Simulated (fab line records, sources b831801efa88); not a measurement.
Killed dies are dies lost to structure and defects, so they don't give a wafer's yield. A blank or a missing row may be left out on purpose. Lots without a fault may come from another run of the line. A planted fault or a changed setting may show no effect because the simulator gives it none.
fab line records | flow sky130
record lots=11 wafers=33 last_day=50
route steps=708 shown VIA3@595 METAL4@600 PAD_OPEN@708
lots that met no fault: from a run of the same line without faults
start_h: hours from the record's first day to the start of the lot's first wafer shown | wait_h: hours since the lot's step before | " the same as in the row above | L1.1+2: a row that stands for several wafers | - no value, or no start given | * or withheld: withheld | < > ~ a bound
route shown NAME@n: a module of which the file shows steps, and the number in the route of the first | usual: mean/standard deviation of fault-free wafers | same: alike in all rows | chamber/n: place in a boat | sites: the reading at each site | _std_site: their standard deviation | _edge_site: outer sites' mean less inner sites' | radius_mm: how far each site lies from the wafer's centre | mask NAME#n: copy n | behind: the tool/chamber that last shaped the wafer | hold: why the lot was held/for how many hours/how that ended | device: the transistor (n, p or np) that didn't switch | end of line: the same wafers' tests at the end of the route | a step without rows: its recipe alone | killed: dies lost to structure and defects at the first sort, not the wafer's yield | map: a wafer's dies, x killed, . not, _ none there
set.NAME: the setting as run; set.NAME@STEP: as run at that earlier step | model.NAME: the simulator's own value behind a step, which no gauge read
steps of the route over a sample of lots; a table a step, a row a wafer
services: from which hour (start_h, from the record's first day; less than 0 if before it) a tool's chamber was out of use, for how many hours, and why
## steps
# step SKY_VIA3_RS_MEAS_22
# recipe thk_meas_gauge=four-point-probe reads=W_of_VIA3_CVD_21+TiN_of_VIA3_SPUTTER_20
# usual VIA3_W_RS=0.293/0.0037
# columns lot.wafer tool chamber start_h wait_h VIA3_W_RS[ohm/sq]
L363.1 film_metro-02 - 926.22 0.1 0.293
L363.5 " - " " 0.292
L363.6 " - " " 0.291
L364.2 film_metro-03 - 933.44 0.1 0.294
L364.4 " - " " 0.292
L364.6 " - " " 0.291
L366.1 film_metro-04 - 951.85 0.1 0.291
L366.2 " - " " 0.293
L366.3 " - " " 0.293
L369.1 film_metro-04 - 976.37 0.1 0.288
L369.3 " - " " 0.288
L369.5 " - " " 0.287
L370.2 film_metro-02 - 978.29 0.1 0.294
L370.3 " - " " 0.295
L370.4 " - " " 0.295
L371.2 film_metro-03 - 983.97 0.1 0.288
L371.4 " - " " 0.290
L371.5 " - " " 0.285
L375.1 film_metro-04 - 1008.88 0.1 0.294
L375.4 " - " " 0.296
L375.6 " - " " 0.295
L378.2 film_metro-04 - 1029.07 0.2 0.290
L378.3 " - " " 0.288
L378.6 " - " " 0.288
L379.2 film_metro-04 - 1048.21 0.1 0.292
L379.3 " - " " 0.297
L379.4 " - " " 0.291
L383.1 film_metro-03 - 1063.38 0.1 0.293
L383.5 " - " " 0.297
L383.6 " - " " 0.296
L386.2 film_metro-02 - 1082.02 0.1 0.294
L386.4 " - " " 0.297
L386.6 " - " " 0.297
# step SKY_VIA3_THK_MEAS_23
# recipe thk_meas_gauge=xrf reads=W_of_VIA3_CVD_21
# usual VIA3_W_THK=405/7
# columns lot.wafer tool chamber start_h wait_h VIA3_W_THK[nm]
L363.1 film_metro-02 - 926.34 0.1 404
L363.5 " - " " 409
L363.6 " - " " 408
L364.2 film_metro-03 - 933.55 0.1 394
L364.4 " - " " 396
L364.6 " - " " 400
L366.1 film_metro-04 - 951.97 0.1 411
L366.2 " - " " 404
L366.3 " - " " 408
L369.1 film_metro-04 - 976.49 0.1 411
L369.3 " - " " 404
L369.5 " - " " 412
L370.2 film_metro-02 - 978.40 0.1 404
L370.3 " - " " 401
L370.4 " - " " 402
L371.2 film_metro-03 - 984.08 0.1 407
L371.4 " - " " 405
L371.5 " - " " 412
L375.1 film_metro-04 - 1009.00 0.1 402
L375.4 " - " " 402
L375.6 " - " " 403
L378.2 film_metro-04 - 1029.18 0.1 409
L378.3 " - " " 412
L378.6 " - " " 411
L379.2 film_metro-04 - 1048.32 0.1 404
L379.3 " - " " 398
L379.4 " - " " 405
L383.1 film_metro-03 - 1063.50 0.1 403
L383.5 " - " " 399
L383.6 " - " " 398
L386.2 film_metro-02 - 1082.13 0.1 401
L386.4 " - " " 397
L386.6 " - " " 395
# step SKY_METAL4_SPUTTER_02
# recipe material=AlCu target_thk_nm=735 power_w=10600 time_s=39.1 chamber_pressure_pa=0.4
# usual throttle_valve_pct=30.5/0.74
# columns lot.wafer tool chamber start_h wait_h throttle_valve_pct
L363.1 pvd_sputter-03 - 926.75 0.0 30.3
L363.5 " - " " 30.6
L363.6 " - " " 30.0
L364.2 pvd_sputter-03 - 933.95 0.0 30.3
L364.4 " - " " 30.3
L364.6 " - " " 30.4
L366.1 pvd_sputter-04 - 952.38 0.0 30.2
L366.2 " - " " 29.3
L366.3 " - " " 31.1
L369.1 pvd_sputter-04 - 976.90 0.0 30.4
L369.3 " - " " 29.3
L369.5 " - " " 32.0
L370.2 pvd_sputter-02 - 978.80 0.0 31.6
L370.3 " - " " 30.1
L370.4 " - " " 29.7
L371.2 pvd_sputter-02 - 984.80 0.0 29.8
L371.4 " - " " 31.4
L371.5 " - " " 31.4
L375.1 pvd_sputter-02 - 1009.41 0.0 31.6
L375.4 " - " " 29.3
L375.6 " - " " 30.2
L378.2 pvd_sputter-02 - 1029.58 0.0 31.8
L378.3 " - " " 30.1
L378.6 " - " " 29.6
L379.2 pvd_sputter-04 - 1048.71 0.0 32.3
L379.3 " - " " 29.4
L379.4 " - " " 30.2
L383.1 pvd_sputter-03 - 1063.91 0.0 30.5
L383.5 " - " " 30.6
L383.6 " - " " 30.6
L386.2 pvd_sputter-02 - 1082.92 0.0 29.8
L386.4 " - " " 31.6
L386.6 " - " " 31.5
# step SKY_METAL4_METAL_ETCH_18
# recipe target_depth_a=8450 stop_on=SiO2 over_etch_frac=0.3 time_s=183.1 chemistry=Cl2/BCl3 resist_sidewall_deg=88 pressure_mtorr=10 icp_w=900 bias_w=48.5 Cl2_flow_sccm=60 bcl3_flow_sccm=30
# usual bcl3_flow_sccm=29.99/0.093 drypump_motor_current_A=5.78/0.28 mfc_cl2_sccm=60.00/0.2 oes_product_au=0.865/0.0071 throttle_valve_pct=22.265/0.0087
# columns lot.wafer tool chamber start_h wait_h bcl3_flow_sccm drypump_motor_current_A mfc_cl2_sccm oes_product_au rf_hours_counter_h throttle_valve_pct
L363.1 rie_metal-01 1 977.93 0.0 30.13 5.34 60.36 0.874 16 22.255
L363.5 " 0 " " 30.05 5.67 59.83 0.866 - 22.261
L363.6 " 1 " " 29.87 5.34 60.38 0.870 - 22.262
L364.2 rie_metal-01 0 982.79 0.0 30.00 5.65 59.95 0.858 16 22.269
L364.4 " 1 " " 29.83 5.33 60.04 0.873 - 22.259
L364.6 " 1 " " 30.02 5.33 60.12 0.865 - 22.265
L366.1 rie_metal-01 0 1002.54 0.0 30.03 5.66 59.93 0.879 17 22.267
L366.2 " 1 " " 30.18 5.34 59.91 0.864 18 22.273
L366.3 " 1 " " 30.12 5.34 59.64 0.855 - 22.262
L369.1 rie_metal-03 1 1025.36 0.0 30.10 5.65 59.80 0.879 11 22.270
L369.3 " 1 " " 29.99 5.58 59.76 0.863 - 22.268
L369.5 " 0 " " 30.00 5.79 60.03 0.859 - 22.258
L370.2 rie_metal-02 0 1026.38 0.0 29.83 6.09 60.29 0.866 5 22.279
L370.3 " 1 " " 30.15 6.16 60.06 0.855 - 22.273
L370.4 " 0 " " 30.02 6.09 60.21 0.870 - 22.266
L371.2 rie_metal-03 1 1032.58 0.0 29.83 5.63 60.12 0.849 11 22.268
L371.4 " 0 " " 29.91 5.78 59.96 0.868 - 22.257
L371.5 " 1 " " 29.86 5.63 60.29 0.862 - 22.283
L375.1 rie_metal-02 0 1055.95 0.0 29.85 6.11 60.19 0.910 7 22.262
L375.4 " 0 " " 29.96 6.08 60.19 0.863 - 22.264
L375.6 " 1 " " 29.86 6.16 60.16 0.860 - 22.280
L378.2 rie_metal-03 0 1074.65 0.0 30.13 5.77 60.14 0.864 23 22.263
L378.3 " 0 " " 30.01 5.79 60.08 0.913 - 22.256
L378.6 " 1 " " 30.10 5.60 59.77 0.869 - 22.273
L379.2 rie_metal-01 0 1090.78 0.0 29.88 5.62 59.63 0.862 22 22.277
L379.3 " 0 " " 29.76 5.66 59.99 0.857 - 22.249
L379.4 " 1 " " 30.04 5.34 59.87 0.867 - 22.269
L383.1 rie_metal-01 1 1105.59 0.0 30.11 5.34 60.07 0.861 25 22.270
L383.5 " 1 " " 30.05 5.33 59.89 0.865 - 22.251
L383.6 " 0 " " 30.06 5.65 59.77 0.854 - 22.252
L386.2 rie_metal-02 1 1125.24 0.0 29.99 6.16 60.31 0.863 26 22.270
L386.4 " 1 " " 30.00 6.15 60.24 0.870 - 22.276
L386.6 " 0 " " 30.06 6.10 60.02 0.870 - 22.255
# step SKY_METAL4_STRIP_19
# recipe chemistry=O2/N2 power_w=1400 pressure_mtorr=1500 platen_temp_c=withheld o2_flow_sccm=3000 n2_flow_sccm=300 overash_fraction=0.5
# usual drypump_motor_current_A=5.68/0.29 oes_product_au=0.505/0.0097 strip_time_to_endpoint_s=6.59/0.21
# columns lot.wafer tool chamber start_h wait_h drypump_motor_current_A oes_product_au rf_hours_counter_h strip_time_to_endpoint_s
L363.1 plasma_asher-03 1 978.11 0.1 5.94 0.505 52 6.52
L363.5 " 0 " " 5.22 0.514 - 6.70
L363.6 " 1 " " 5.91 0.503 - 6.54
L364.2 plasma_asher-02 1 982.97 0.1 5.69 0.503 119 6.58
L364.4 " 1 " " 5.70 0.504 - 6.50
L364.6 " 1 " " 5.72 0.501 - 6.42
L366.1 plasma_asher-04 1 1002.71 0.1 5.72 0.508 86 6.65
L366.2 " 0 " " 6.09 0.497 86 6.53
L366.3 " 1 " " 5.73 0.503 - 6.54
L369.1 plasma_asher-02 0 1025.54 0.1 5.39 0.510 121 6.66
L369.3 " 1 " " 5.71 0.501 - 6.68
L369.5 " 1 " " 5.76 0.509 - 6.88
L370.2 plasma_asher-04 1 1026.56 0.1 5.70 0.509 89 6.62
L370.3 " 0 " " 6.07 0.495 - 6.21
L370.4 " 1 " " 5.70 0.510 - 6.57
L371.2 plasma_asher-02 1 1032.76 0.1 5.71 0.511 122 6.78
L371.4 " 0 " " 5.35 0.514 - 6.86
L371.5 " 1 " " 5.72 0.517 - 6.79
L375.1 plasma_asher-03 1 1056.13 0.1 5.91 0.496 60 6.59
L375.4 " 1 " " 5.90 0.507 - 6.54
L375.6 " 0 " " 5.22 0.484 - 6.13
L378.2 plasma_asher-04 0 1074.83 0.1 6.14 0.520 94 6.84
L378.3 " 1 " " 5.64 0.513 - 6.82
L378.6 " 1 " " 5.72 0.515 - 6.81
L379.2 plasma_asher-04 1 1090.96 0.1 5.75 0.511 96 6.65
L379.3 " 1 " " 5.71 0.507 - 6.64
L379.4 " 0 " " 6.07 0.507 - 6.50
L383.1 plasma_asher-02 1 1105.76 0.1 5.72 0.496 4 6.39
L383.5 " 1 " " 5.73 0.493 - 6.45
L383.6 " 0 " " 5.38 0.508 - 6.56
L386.2 plasma_asher-03 0 1125.41 0.1 5.20 0.486 67 6.19
L386.4 " 0 " " 5.20 0.493 - 6.27
L386.6 " 1 " " 5.89 0.507 - 6.51
# step SKY_PAD_OPEN_PROBE_99
# usual defect_limited_yield=82.3/1.9 killed_at_M0_to_M3=45/6.6 killed_at_M4_up=3.1/1.6 killed_at_contacts=24/5 killed_at_front_end=14/4.4 killed_at_other=0.3/0.58 killed_dies=87/9.2 killed_open=47/6.7 killed_short=40/6.4 sort_bin_3_pad_short=0.9/0.5 sort_bin_5_function=10.4/1.6 sort_bin_6_memory=6.4/1.1 sort_n_pass=405/9.1 sort_yield_pct=82.3/1.9
# same gross_dies=492 killed_at_back_side=0 sort_bin_4_leakage[%]=0 sort_bin_8_speed[%]=0
# columns lot.wafer tool chamber start_h wait_h defect_limited_yield[%] killed_at_M0_to_M3 killed_at_M4_up killed_at_contacts killed_at_front_end killed_at_other killed_dies killed_open killed_short sort_bin_3_pad_short[%] sort_bin_5_function[%] sort_bin_6_memory[%] sort_n_pass sort_yield_pct[%]
L370.2 prober-02 - 1118.39 0.1 81.7 53 2 24 11 0 90 45 45 2.2 8.1 7.9 402 81.7
L370.3 prober-02 - 1118.44 0.2 83.5 53 3 15 10 0 81 36 45 2.0 8.7 5.7 411 83.5
L370.4 prober-02 - 1118.49 0.2 80.9 53 3 27 11 0 94 39 55 0.8 10.8 7.5 398 80.9
L383.1 prober-02 - 1184.90 0.1 84.1 40 3 22 13 0 78 35 43 0 8.9 6.9 414 84.1
L383.5 prober-02 - 1185.10 0.2 84.1 41 6 21 10 0 78 39 39 0.4 10.8 4.7 414 84.1
L383.6 prober-02 - 1185.15 0.2 82.7 50 3 24 8 0 85 43 42 0.8 9.8 6.7 407 82.7
# killed by level:class
L370.2 METAL2:geometric_particle:short=10 VIA1:geometric_particle:open=9 VIA3:geometric_particle:open=8 CONTACT:geometric_particle:open=7 CONTACT:geometric_particle:short=7 VIA2:geometric_particle:open=7 LI_CONTACT:geometric_particle:open=5 LOCAL_INTERCONNECT:geometric_particle:short=4
L370.3 VIA1:geometric_particle:open=10 LOCAL_INTERCONNECT:geometric_particle:short=8 METAL1:geometric_particle:short=7 METAL2:geometric_particle:short=6 VIA2:geometric_particle:open=6 VIA3:geometric_particle:open=5 VIA1:geometric_particle:short=5 FIELD_ISO:geometric_particle:short=4
L370.4 CONTACT:geometric_particle:open=10 VIA1:geometric_particle:open=9 METAL1:geometric_particle:short=9 VIA2:geometric_particle:short=7 METAL2:geometric_particle:short=6 VIA3:geometric_particle:open=6 LI_CONTACT:geometric_particle:short=5 LOCAL_INTERCONNECT:geometric_particle:short=5
L383.1 VIA1:geometric_particle:open=10 METAL2:geometric_particle:short=7 LI_CONTACT:geometric_particle:open=6 VIA3:geometric_particle:short=6 CONTACT:geometric_particle:open=5 LI_CONTACT:geometric_particle:short=4 FIELD_ISO:geometric_particle:short=4 LOCAL_INTERCONNECT:geometric_particle:short=4
L383.5 VIA3:geometric_particle:open=8 CONTACT:geometric_particle:open=7 CONTACT:geometric_particle:short=6 POLY_GATE:geometric_particle:short=5 VIA1:geometric_particle:short=5 METAL3:geometric_particle:short=5 VIA1:geometric_particle:open=5 VIA2:geometric_particle:open=5
L383.6 LI_CONTACT:geometric_particle:open=8 CONTACT:geometric_particle:open=8 METAL2:geometric_particle:short=8 VIA3:geometric_particle:open=7 VIA2:geometric_particle:short=6 METAL1:geometric_particle:short=6 VIA1:geometric_particle:open=6 VIA2:geometric_particle:open=5
## services
# columns tool chamber start_h hours kind
rie_metal-02 0 914.91 - clean
pvd_sputter-02 - 927.37 2.5 repair
rie_metal-02 0 938.93 4.4 repair
pvd_sputter-03 - 988.11 1.3 repair
plasma_asher-02 - 994.87 15.6 pm
rie_metal-03 - 1009.17 1.4 pm
plasma_asher-03 - 1041.45 12.4 repair
rie_metal-03 1 1055.13 14.6 repair
plasma_asher-02 - 1055.25 9.0 pm
plasma_asher-02 0 1055.25 9.0 vent_cycle
plasma_asher-02 1 1055.25 9.0 vent_cycle
rie_metal-03 0 1057.29 2.8 repair
plasma_asher-02 0 1064.25 - clean
plasma_asher-02 1 1064.25 - clean
pvd_sputter-03 - 1080.38 7.8 repair
pvd_sputter-02 3 1083.19 - consumable_replace:kit
pvd_sputter-02 3 1083.19 18.0 scheduled_down
pvd_sputter-02 3 1083.19 18.0 vent_cycle
rie_metal-03 - 1091.32 0.6 repair
rie_metal-02 - 1101.27 2.8 pm
pvd_sputter-04 - 1102.89 1.1 repair
rie_metal-01 0 1112.35 - clean
rie_metal-01 0 1112.35 11.2 scheduled_down
rie_metal-01 0 1112.35 11.2 vent_cycle
## key
first_sign step=SKY_METAL4_METAL_ETCH_18 reading=oes_product_au direction=up sigmas=6.6 usual=0.865 struck=0.912
effect none on later readings
met_at SKY_METAL4_SPUTTER_02
struck_lots L375,L378
struck_wafers L375.1,L378.3
not_acting_at SKY_VIA3_RS_MEAS_22,SKY_VIA3_THK_MEAS_23,SKY_METAL4_STRIP_19
onset_between 984.80 1009.41
fault kind=process_parameter_drift tool=pvd_sputter-02 chamber=- onset_h=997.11 steps=SKY_METAL4_SPUTTER_02 channel=time_s offset=* shape=step end_h=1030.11 scope=struck_wafers_only acts_in=* stated=*
